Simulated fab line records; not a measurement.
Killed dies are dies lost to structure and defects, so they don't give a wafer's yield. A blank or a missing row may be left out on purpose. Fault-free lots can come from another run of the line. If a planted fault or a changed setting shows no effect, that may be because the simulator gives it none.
Problem report, 8D (eight disciplines) form, completed by code || flow sky130 || the parts of the form that need people (team, actions taken, sign-off) are left out

1. THE PROBLEM
Wafers without a fault read 20.001 s, standard deviation 0.0093; overpolish run s at SKY_VIA3_CMP_24 reads a mean of 0.039 s on 3 wafers belonging to 2 lots. That is -99 or more standard deviations from the usual mean.
The step: polishes, stops on SiO2, t overpolish 20 s, target thk 0 nm.
First observed at day 44 00:51: wafer L660.4, on cmp-02. Wafers with a number at this step in the record: 42, from 14 lots. Rule for "out", or "out of limits": more than 4 standard deviations from the usual mean. The other wafers with a number count as sound.

2. WHAT IT IS AND WHAT IT IS NOT
{"question": "which readings at this step", "is": "overpolish run s, time to endpoint s", "is not": "motor current A, slurry flow ml min"}
{"question": "which lots", "is": "L660, L666", "is not": "L647, L648, L649, L650, L652, L653, L654, L655, L657, L661, L664, L668"}
{"question": "which wafers of those lots", "is": "L660.4, L666.2, L666.4", "is not": "L660.5, L660.6, L666.3"}
{"question": "read on which tools", "is": "cmp-02", "is not": "cmp-01"}
{"question": "when", "is": "from day 44 00:51", "is not": "up to then (29 sound wafers); but 10 sound wafers of L661, L664, L666, L668 came after"}

3. WHAT RULES OUT EACH SUSPECT
Counting: if a tool at a process step up to the reading ran every lot that is out, it stays a suspect. Sound lots after the first of them don't rule it out here, since some wafers of a struck lot are sound.
- cmp-02 at SKY_VIA3_CMP_24 (polishes, stops on SiO2, t overpolish 20 s, target thk 0 nm): kept. It processed each lot that is out (first: L660, day 44 00:51); up to then, its last sound lot is L657 (day 43 03:44). Its own readings are out on those wafers: overpolish run s, time to endpoint s.
After counting, what remains is cmp-02 at SKY_VIA3_CMP_24.

4. THE CAUSE (what the simulator had put in)
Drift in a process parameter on cmp-02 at SKY_VIA3_CMP_24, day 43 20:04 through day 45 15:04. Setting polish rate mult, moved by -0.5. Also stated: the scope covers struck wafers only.
The count eliminated every tool but this one.

5. SEQUENCE OF EFFECTS, ordered by route
Rows list readings where the struck wafers' mean (over those with a number) sits beyond 3 standard deviations from the usual. Readings are gone through only where the record gives a usual standard deviation; hours: the median, over the lots, of the time from a lot's start at the first step in this table giving one to that lot's start at this step; sigmas: the change measured in usual standard deviations.
{"hours": 0, "step": "SKY_VIA3_CMP_24", "reading": "overpolish run s", "usual": "20.001 s", "on struck wafers": 0.039, "change": -19.962, "sigmas": "-99 or more"}
{"hours": 0, "step": "SKY_VIA3_CMP_24", "reading": "time to endpoint s", "usual": "95 s", "on struck wafers": 149, "change": "+54", "sigmas": "+15"}
Its process steps:
- SKY_VIA3_CMP_24: polishes, stops on SiO2, t overpolish 20 s, target thk 0 nm.

6. WHAT WOULD HAVE CAUGHT IT SOONER
First out-of-limits reading in this record: day 44 00:51, which is 5 hours after fault onset at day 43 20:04.
